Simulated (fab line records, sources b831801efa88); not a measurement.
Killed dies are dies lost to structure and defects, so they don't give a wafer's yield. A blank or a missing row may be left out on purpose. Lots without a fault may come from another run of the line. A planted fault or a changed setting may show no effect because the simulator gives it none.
Chamber matching | flow gf180mcu | GF_V3_ETCH_16 on rie_diel-03: 4 sister chambers
The step etches BARC in N2/H2. 8 wafers are shown with their chamber, then 9 later ones without.

WAFERS WITH THEIR CHAMBER
wafer  | chamber | drypump_motor_current_A (A) | oes_product_au (a.u.)
L077.6 | 0       | 5.5                         | 0.848
L084.3 | 3       | 6.3                         | 0.844
L085.2 | 2       | 6.1                         | 0.856
L085.3 | 3       | 6.2                         | 0.852
L085.5 | 1       | 5.8                         | 0.856
L087.1 | 2       | 6.2                         | 0.855
L087.2 | 0       | 5.5                         | 0.842
L087.5 | 1       | 5.8                         | 0.844

WAFERS WITHOUT THEIR CHAMBER
wafer  | drypump_motor_current_A (A) | oes_product_au (a.u.)
L096.1 | 5.5                         | 0.852
L096.2 | 6.3                         | 0.862
L096.3 | 5.8                         | 0.852
L096.4 | 6.1                         | 0.851
L096.5 | 5.5                         | 0.843
L096.6 | 5.8                         | 0.849
L097.4 | 5.5                         | 0.853
L097.5 | 5.8                         | 0.859
L097.6 | 6.1                         | 0.862

WHICH CHAMBER EACH WENT THROUGH
wafer  | from the rows above     | in truth
L096.1 | 0                       | 0
L096.2 | can't be placed: 3 or 2 | 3
L096.3 | 1                       | 1
L096.4 | can't be placed: 2 or 3 | 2
L096.5 | 0                       | 0
L096.6 | 1                       | 1
L097.4 | 0                       | 0
L097.5 | 1                       | 1
L097.6 | 2                       | 2
Placed correctly: 7 of 9. Can't be placed from these rows: 2 (the true chamber is among the candidates in 2). Placed wrongly: 0.
How it was worked out, from the rows above alone: a wafer's distance from a chamber is the root of the sum, over the readings, of the square of ((its reading less the chamber's mean) divided by the reading's scatter). The wafer belongs to the nearest chamber; if the next one is less than 2 further off, it can't be placed. A chamber's mean is the mean of its shown wafers. The scatter: the root of (the sum of the squares of (reading less its chamber's mean) over the shown wafers, divided by (wafers less chambers)).
